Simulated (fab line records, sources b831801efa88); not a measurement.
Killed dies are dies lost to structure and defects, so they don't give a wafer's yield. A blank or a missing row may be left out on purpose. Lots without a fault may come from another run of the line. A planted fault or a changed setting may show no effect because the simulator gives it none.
fab line records | flow sky130
record lots=5 wafers=14 last_day=50
route steps=708 shown METAL5@671 PASSIVATION@681 PAD_OPEN@694
lots that met no fault: from a run of the same line without faults
start_h: hours from the record's first day to the start of the lot's first wafer shown | wait_h: hours since the lot's step before | " the same as in the row above | L1.1+2: a row that stands for several wafers | - no value, or no start given | * or withheld: withheld | < > ~ a bound
route shown NAME@n: a module of which the file shows steps, and the number in the route of the first | usual: mean/standard deviation of fault-free wafers | same: alike in all rows | chamber/n: place in a boat | sites: the reading at each site | _std_site: their standard deviation | _edge_site: outer sites' mean less inner sites' | radius_mm: how far each site lies from the wafer's centre | mask NAME#n: copy n | behind: the tool/chamber that last shaped the wafer | hold: why the lot was held/for how many hours/how that ended | device: the transistor (n, p or np) that didn't switch | end of line: the same wafers' tests at the end of the route | a step without rows: its recipe alone | killed: dies lost to structure and defects at the first sort, not the wafer's yield | map: a wafer's dies, x killed, . not, _ none there
set.NAME: the setting as run; set.NAME@STEP: as run at that earlier step | model.NAME: the simulator's own value behind a step, which no gauge read
lots at some steps of the route; a table a step, a row a wafer
services: from which hour (start_h, from the record's first day; less than 0 if before it) a tool's chamber was out of use, for how many hours, and why
## steps
# step SKY_METAL5_SOFTBAKE_10
# recipe temp_c=90 time_s=60 resist=NOVOLAK
# step SKY_METAL5_EXPOSE_11
# recipe mask_id=MM5 na=0.6 source_shape=conventional sigma_outer=0.6 polarization=unpolarized target_cd_nm=1600 dose_mj=190
# step SKY_METAL5_PEB_12
# recipe temp_c=withheld time_s=* resist=NOVOLAK
# step SKY_METAL5_DEVELOP_13
# recipe resist=NOVOLAK developer=TMAH develop_time_s=60 dev_temp_c=23
# step SKY_METAL5_DESCUM_14
# recipe chemistry=O2 source_power_w=150 bias_power_w=0 pressure_mtorr=10 temp_c=40 time_s=11
# step SKY_METAL5_METAL_ETCH_15
# recipe target_depth_a=12600 stop_on=SiO2 over_etch_frac=0.2 time_s=252 chemistry=Cl2/BCl3 resist_sidewall_deg=86 pressure_mtorr=10 icp_w=900 bias_w=48.5 Cl2_flow_sccm=60 bcl3_flow_sccm=30
# usual drypump_motor_current_A=5.9/0.47 oes_product_au=0.893/0.0045 rf_fwd_power_W=898.3/3 throttle_valve_pct=22.265/0.01
# columns lot.wafer tool chamber start_h wait_h drypump_motor_current_A oes_product_au rf_fwd_power_W rf_hours_counter_h throttle_valve_pct
L681.2 rie_metal-01 1 1052.67 0.0 5.6 0.892 900.1 17 22.264
L681.4 " 1 " " 5.6 0.885 900.3 - 22.278
L681.6 " 0 " " 5.6 0.889 903.9 - 22.271
L689.1 rie_metal-03 0 1104.03 0.1 6.4 0.894 895.3 18 22.267
L689.3 " 0 " " 6.4 0.894 897.9 - 22.248
L689.6 " 0 " " 6.4 0.894 901.4 - 22.252
L692.2 rie_metal-03 0 1112.81 0.1 6.4 0.895 896.9 - 22.265
L692.3 " 0 " " 6.4 0.888 894.6 - 22.264
L694.1 rie_metal-01 0 1125.62 0.0 5.6 0.892 902.7 17 22.255
L694.4 " 0 " " 5.6 0.891 900.8 - 22.262
L694.6 " 0 " " 5.6 0.893 905.0 - 22.285
L701.2 rie_metal-02 1 1157.42 0.1 6.4 0.894 898.0 - 22.273
L701.4 " 1 " " 6.4 0.896 901.6 - 22.268
L701.5 " 1 " " 6.4 0.895 897.4 - 22.252
# step SKY_METAL5_STRIP_16
# recipe chemistry=O2/N2 power_w=1400 pressure_mtorr=1500 platen_temp_c=withheld o2_flow_sccm=3000 n2_flow_sccm=300 overash_fraction=0.5
# usual drypump_motor_current_A=5.8/0.47 oes_product_au=0.710/0.0045 strip_time_to_endpoint_s=13.10/0.093
# columns lot.wafer tool chamber start_h wait_h drypump_motor_current_A oes_product_au rf_hours_counter_h strip_time_to_endpoint_s
L681.2 plasma_asher-02 0 1052.91 0.2 6.3 0.714 64 12.86
L681.4 " 0 " " 6.3 0.708 - 12.92
L681.6 " 0 " " 6.2 0.705 - 12.95
L689.1 plasma_asher-04 1 1104.50 0.4 5.8 0.713 4 13.22
L689.3 " 1 " " 5.8 0.711 - 13.14
L689.6 " 1 " " 5.8 0.713 - 13.11
L692.2 plasma_asher-04 1 1113.20 0.3 5.8 0.704 4 13.07
L692.3 " 0 " " 5.3 0.712 - 13.01
L694.1 plasma_asher-04 0 1125.86 0.2 5.3 0.709 6 13.08
L694.4 " 0 " " 5.3 0.704 - 13.15
L694.6 " 1 " " 5.8 0.712 - 13.03
L701.2 plasma_asher-04 0 1157.82 0.3 5.3 0.706 9 13.21
L701.4 " 1 " " 5.8 0.713 - 13.16
L701.5 " 1 " " 5.8 0.713 - 13.15
# step SKY_METAL5_STRIP_17
# recipe chemistry=post_etch_residue_remover time_s=1200 temp_c=72.5
# step SKY_METAL5_CLEAN_18
# recipe chemistry=IPA time_s=180 temp_c=25
# step SKY_METAL5_CLEAN_19
# recipe chemistry=O3/DIW dry=n2_spin
# step SKY_PASSIVATION_CVD_00
# recipe material=SiO2 target_thk_nm=90 temp_c=400 time_s=withheld rf_w=600
# usual heater_power_w=657/130 rf_fwd_power_W=589/3.2
# columns lot.wafer tool chamber start_h wait_h heater_power_w rf_fwd_power_W
L681.2 pecvd-03 0 1053.52 0.0 786 591
L681.4 " 0 " " 791 592
L681.6 " 1 " " 879 590
L689.1 pecvd-04 1 1105.13 0.0 622 583
L689.3 " 0 " " 715 585
L689.6 " 2 " " 761 585
L692.2 pecvd-02 0 1114.00 0.0 540 587
L692.3 " 1 " " 578 595
L694.1 pecvd-03 1 1126.45 0.0 737 591
L694.4 " 0 " " 771 594
L694.6 " 2 " " 460 588
L701.2 pecvd-03 2 1158.41 0.0 507 590
L701.4 " 1 " " 776 588
L701.5 " 1 " " 774 589
# step SKY_PASSIVATION_THK_MEAS_01
# recipe reads=SiO2_of_PASSIVATION_CVD_00
# usual PASSIVATION_CVD_00_THK=90.1/1.1
# columns lot.wafer tool chamber start_h wait_h PASSIVATION_CVD_00_THK[nm]
L681.2 film_metro-04 - 1053.55 - 89.3
L681.4 " - " " 89.5
L681.6 " - " " 91.3
L689.1 film_metro-01 - 1105.15 - 88.9
L689.3 " - " " 89.9
L689.6 " - " " 90.3
L692.2 film_metro-04 - 1114.03 - 89.1
L692.3 " - " " 88.1
L694.1 film_metro-04 - 1126.47 - 90.0
L694.4 " - " " 91.4
L694.6 " - " " 91.2
L701.2 film_metro-04 - 1158.45 - 88.8
L701.4 " - " " 90.8
L701.5 " - " " 88.6
# step SKY_PASSIVATION_CVD_02
# recipe material=Si3N4 target_thk_nm=540 temp_c=400 time_s=withheld rf_w=450
# usual heater_power_w=748/130 rf_fwd_power_W=449.2/1.3
# columns lot.wafer tool chamber start_h wait_h heater_power_w rf_fwd_power_W model.Si3N4_of_PASSIVATION_CVD_02.thk_nm
L681.2 pecvd-03 2 1053.60 0.0 530 450.3 533.8
L681.4 " 2 " " 578 450.8 538.3
L681.6 " 0 " " 706 448.0 542.1
L689.1 pecvd-02 2 1105.21 0.1 507 447.9 535
L689.3 " 1 " " 709 453.5 539.5
L689.6 " 0 " " 576 450.3 550.1
L692.2 pecvd-03 1 1114.08 0.0 820 448.8 543.3
L692.3 " 0 " " 788 449.9 532.8
L694.1 pecvd-04 2 1126.53 0.1 798 449.7 538.2
L694.4 " 1 " " 768 446.8 553.9
L694.6 " 2 " " 823 447.1 550.6
L701.2 pecvd-04 2 1158.50 0.0 820 448.9 535.6
L701.4 " 1 " " 657 449.0 549
L701.5 " 2 " " 826 447.0 548
# step SKY_PASSIVATION_THK_MEAS_03
# recipe reads=Si3N4_of_PASSIVATION_CVD_02
# usual PASSIVATION_CVD_02_THK=540/6.9
# columns lot.wafer tool chamber start_h wait_h PASSIVATION_CVD_02_THK[nm]
L681.2 film_metro-04 - 1053.84 - 534
L681.4 " - " " 538
L681.6 " - " " 542
L689.1 film_metro-01 - 1105.44 - 535
L689.3 " - " " 540
L689.6 " - " " 550
L692.2 film_metro-04 - 1114.32 - 543
L692.3 " - " " 533
L694.1 film_metro-04 - 1126.76 - 538
L694.4 " - " " 554
L694.6 " - " " 550
L701.2 film_metro-04 - 1158.74 - 536
L701.4 " - " " 549
L701.5 " - " " 548
# step SKY_PASSIVATION_DEHYDRATE_04
# recipe temp_c=200 time_s=60
# step SKY_PASSIVATION_HMDS_05
# recipe prime_time_s=60 prime_temp_c=120
# step SKY_PASSIVATION_COAT_06
# recipe spin_rpm=2000 resist_thk_nm=3000
# step SKY_PASSIVATION_SOFTBAKE_07
# recipe temp_c=110 time_s=withheld
# step SKY_PASSIVATION_EXPOSE_08
# recipe mask_id=NSM target_cd_nm=3000 na=0.57 dose_mj=260
# step SKY_PASSIVATION_PEB_09
# recipe temp_c=115 time_s=withheld
# step SKY_PASSIVATION_DEVELOP_10
# recipe develop_time_s=60 dev_temp_c=23
# step SKY_PASSIVATION_ETCH_11
# recipe chemistry=CF4/O2 target_depth_nm=725 stop_on=AlCu source_w=800 bias_w=150 pressure_mtorr=150 cf4_flow_sccm=80 O2_flow_sccm=10 time_s=161.1
# usual drypump_motor_current_A=5.7/0.47 oes_product_au=0.979/0.0067 rf_fwd_power_W=796.3/2.6 throttle_valve_pct=5.964/0.009
# columns lot.wafer tool chamber start_h wait_h drypump_motor_current_A oes_product_au rf_fwd_power_W rf_hours_counter_h throttle_valve_pct model.PASSIVATION.feature_depth_nm model.etch.depth_nm
L681.2 rie_diel-03 2 1075.12 - 5.5 0.978 795.0 9 5.966 697.8 697.8
L681.4 " 3 " " 5.5 0.976 798.1 8 5.965 702.4 702.4
L681.6 " 3 " " 5.6 0.981 793.7 - 5.961 707.7 707.7
L689.1 rie_diel-03 2 1124.92 - 5.4 0.977 796.5 11 5.965 698.8 698.8
L689.3 " 1 " " 6.3 0.983 798.1 13 5.955 703.4 703.4
L689.6 " 0 " " 5.4 0.985 791.8 - 5.959 714.5 714.5
L692.2 rie_diel-03 1 1132.97 - 6.3 0.985 795.4 14 5.980 707 707
L692.3 " 3 " " 5.5 0.978 791.6 10 5.969 695.3 695.3
L694.1 rie_diel-02 2 1143.17 - 5.2 0.977 796.5 15 5.948 702.4 702.4
L694.4 " 3 " " 5.9 0.989 797.9 4 5.968 719.2 719.2
L694.6 " 2 " " 5.3 0.985 801.8 - 5.971 715.6 715.6
L701.2 rie_diel-03 1 1175.46 - 6.3 0.978 795.3 16 5.954 700.1 700.1
L701.4 " 3 " " 5.5 0.987 795.4 12 5.973 715.4 715.4
L701.5 " 3 " " 5.6 0.978 794.1 - 5.966 712.2 712.2
# step SKY_PASSIVATION_STRIP_12
# recipe chemistry=O2/N2 power_w=1400 pressure_mtorr=1500 platen_temp_c=withheld overash_fraction=0.7 o2_flow_sccm=3000 n2_flow_sccm=300
# usual drypump_motor_current_A=5.8/0.47 oes_product_au=0.661/0.0044 strip_time_to_endpoint_s=31.53/0.1
# columns lot.wafer tool chamber start_h wait_h drypump_motor_current_A oes_product_au rf_hours_counter_h strip_time_to_endpoint_s
L681.2 plasma_asher-03 1 1075.23 0.1 6.6 0.667 91 31.57
L681.4 " 0 " " 5.4 0.663 - 31.70
L681.6 " 0 " " 5.4 0.660 - 31.58
L689.1 plasma_asher-01 0 1125.03 0.1 5.6 0.663 37 31.53
L689.3 " 1 " " 6.0 0.666 - 31.42
L689.6 " 1 " " 6.1 0.658 - 31.49
L692.2 plasma_asher-03 0 1133.08 0.1 5.4 0.657 97 31.63
L692.3 " 0 " " 5.4 0.666 - 31.44
L694.1 plasma_asher-03 0 1143.28 0.1 5.4 0.662 98 31.42
L694.4 " 1 " " 6.6 0.666 - 31.52
L694.6 " 0 " " 5.4 0.667 - 31.42
L701.2 plasma_asher-03 1 1175.57 0.1 6.6 0.662 101 31.58
L701.4 " 0 " " 5.4 0.656 - 31.58
L701.5 " 1 " " 6.6 0.669 - 31.45
# step SKY_PAD_OPEN_DEHYDRATE_00
# recipe temp_c=200 time_s=60
# step SKY_PAD_OPEN_HMDS_01
# recipe prime_time_s=60 prime_temp_c=120
# step SKY_PAD_OPEN_COAT_02
# recipe spin_rpm=2000 resist_thk_nm=3000
# step SKY_PAD_OPEN_SOFTBAKE_03
# recipe temp_c=110 time_s=withheld
# step SKY_PAD_OPEN_EXPOSE_04
# recipe mask_id=PDM target_cd_nm=60000 na=0.57 dose_mj=260
# step SKY_PAD_OPEN_PEB_05
# recipe temp_c=115 time_s=withheld
# step SKY_PAD_OPEN_DEVELOP_06
# recipe develop_time_s=60 dev_temp_c=23
# step SKY_PAD_OPEN_ETCH_07
# recipe chemistry=CF4/O2 target_depth_nm=725 stop_on=AlCu source_w=800 bias_w=150 pressure_mtorr=150 cf4_flow_sccm=80 O2_flow_sccm=10 time_s=161.1
# usual drypump_motor_current_A=5.6/0.42 oes_product_au=0.977/0.0067 rf_fwd_power_W=796.5/2.7 throttle_valve_pct=5.963/0.0097
# columns lot.wafer tool chamber start_h wait_h drypump_motor_current_A oes_product_au rf_fwd_power_W rf_hours_counter_h throttle_valve_pct model.PAD_OPEN.feature_depth_nm model.etch.depth_nm
L681.2 rie_diel-02 0 1096.31 - 5.5 0.970 791.9 14 5.969 697.8 697.8
L681.4 " 3 " " 5.9 0.973 794.5 3 5.977 702.4 702.4
L681.6 " 1 " " 6.2 0.972 799.2 - 5.955 707.7 707.7
L689.1 rie_diel-04 3 1142.53 - 6.3 0.974 791.9 10 5.958 698.8 698.8
L689.3 " 2 " " 5.5 0.972 797.7 18 5.967 703.4 703.4
L689.6 " 1 " " 5.4 0.990 800.3 - 5.964 713.7 713.7
L692.2 rie_diel-03 1 1151.11 - 6.3 0.979 798.9 14 5.953 707 707
L692.3 " 2 " " 5.4 0.968 797.5 13 5.959 695.3 695.3
L694.1 rie_diel-03 1 1160.67 - 6.3 0.980 794.8 15 5.969 702.4 702.4
L694.4 " 0 " " 5.4 0.988 797.0 33 5.972 719.2 719.2
L694.6 " 2 " " 5.4 0.988 795.2 - 5.964 715.6 715.6
L701.2 rie_diel-03 2 1190.83 - 5.4 0.967 792.7 14 5.963 700.1 700.1
L701.4 " 2 " " 5.5 0.988 793.2 - 5.958 715.4 715.4
L701.5 " 3 " " 5.5 0.986 793.9 - 5.951 712.2 712.2
# step SKY_PAD_OPEN_STRIP_08
# recipe chemistry=O2/N2 power_w=1400 pressure_mtorr=1500 platen_temp_c=withheld overash_fraction=0.7 o2_flow_sccm=3000 n2_flow_sccm=300
# usual drypump_motor_current_A=5.7/0.33 oes_product_au=0.663/0.0042
# columns lot.wafer tool chamber start_h wait_h drypump_motor_current_A oes_product_au rf_hours_counter_h
L681.2 plasma_asher-04 0 1096.42 0.1 5.3 0.667 3
L681.4 " 1 " " 5.8 0.665 -
L681.6 " 1 " " 5.8 0.662 -
L689.1 plasma_asher-04 0 1142.63 0.1 5.3 0.663 7
L689.3 " 1 " " 5.8 0.661 -
L689.6 " 0 " " 5.3 0.660 -
L692.2 plasma_asher-01 1 1151.22 0.1 6.0 0.667 40
L692.3 " 0 " " 5.6 0.672 -
L694.1 plasma_asher-04 1 1160.78 0.1 5.8 0.663 9
L694.4 " 0 " " 5.3 0.665 -
L694.6 " 1 " " 5.8 0.665 -
L701.2 plasma_asher-04 1 1190.93 0.1 5.8 0.672 12
L701.4 " 1 " " 5.8 0.658 -
L701.5 " 0 " " 5.3 0.663 -
# step SKY_PAD_OPEN_STRIP_09
# recipe chemistry=post_etch_residue_remover time_s=1200 temp_c=72.5
# columns lot.wafer tool chamber start_h wait_h model.Si3N4_of_PASSIVATION_CVD_02.thk_nm
L681.2 wet_bench-03 1 1096.52 0.1 533.4
L681.4 " 1 " " 537.9
L681.6 " 1 " " 541.7
L689.1 wet_bench-04 3 1142.73 0.1 534.6
L689.3 " 3 " " 539.2
L689.6 " 3 " " 549.7
L692.2 wet_bench-04 3 1151.32 0.1 543
L692.3 " 3 " " 532.4
L694.1 wet_bench-03 0 1160.88 0.1 537.8
L694.4 " 0 " " 553.6
L694.6 " 0 " " 550.2
L701.2 wet_bench-02 2 1191.03 0.1 535.3
L701.4 " 2 " " 548.7
L701.5 " 2 " " 547.6
# step SKY_PAD_OPEN_CLEAN_10
# recipe chemistry=IPA time_s=180 temp_c=25
## services
# columns tool chamber start_h hours kind
plasma_asher-04 - 1044.85 14.6 pm
pecvd-02 - 1046.07 14.6 pm
pecvd-04 - 1047.04 28.1 pm
pecvd-03 - 1058.74 2.5 repair
plasma_asher-04 - 1059.45 9.0 pm
plasma_asher-04 0 1059.45 9.0 vent_cycle
plasma_asher-04 1 1059.45 9.0 vent_cycle
plasma_asher-04 0 1068.45 - clean
plasma_asher-04 1 1068.45 - clean
plasma_asher-02 - 1076.80 2.8 pm
pecvd-04 - 1094.66 0.7 repair
rie_diel-02 3 1105.84 9.0 repair
wet_bench-04 - 1107.93 2.3 repair
rie_diel-02 1 1108.88 1.5 repair
wet_bench-02 - 1128.90 5.9 repair
plasma_asher-02 - 1139.34 0.8 repair
pecvd-02 - 1154.72 1.4 repair
pecvd-03 0 1154.86 14.9 repair
rie_diel-04 0 1158.10 17.1 repair
rie_metal-03 0 1159.75 16.0 repair
pecvd-02 - 1166.43 0.9 repair
rie_metal-01 - 1169.06 15.6 pm
pecvd-04 1 1175.90 16.6 repair
rie_diel-04 2 1185.77 5.2 repair
## key
first_sign none at tools or gauges
model_effect step=SKY_PASSIVATION_CVD_02 value=Si3N4_of_PASSIVATION_CVD_02.thk_nm without=527.6 struck=543.3
model_effect step=SKY_PASSIVATION_ETCH_11 value=PASSIVATION.feature_depth_nm without=691.2 struck=707
model_effect step=SKY_PAD_OPEN_ETCH_07 value=PAD_OPEN.feature_depth_nm without=691.2 struck=707
model_effect step=SKY_PAD_OPEN_STRIP_09 value=Si3N4_of_PASSIVATION_CVD_02.thk_nm without=527.2 struck=543
met_at SKY_PASSIVATION_CVD_02
struck_wafers L692.2
onset_between 1053.60 1114.08
fault kind=process_parameter_drift tool=pecvd-03 chamber=- onset_h=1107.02 steps=SKY_PASSIVATION_CVD_02 channel=time_s offset=withheld shape=step end_h=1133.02 scope=struck_wafers_only acts_in=*
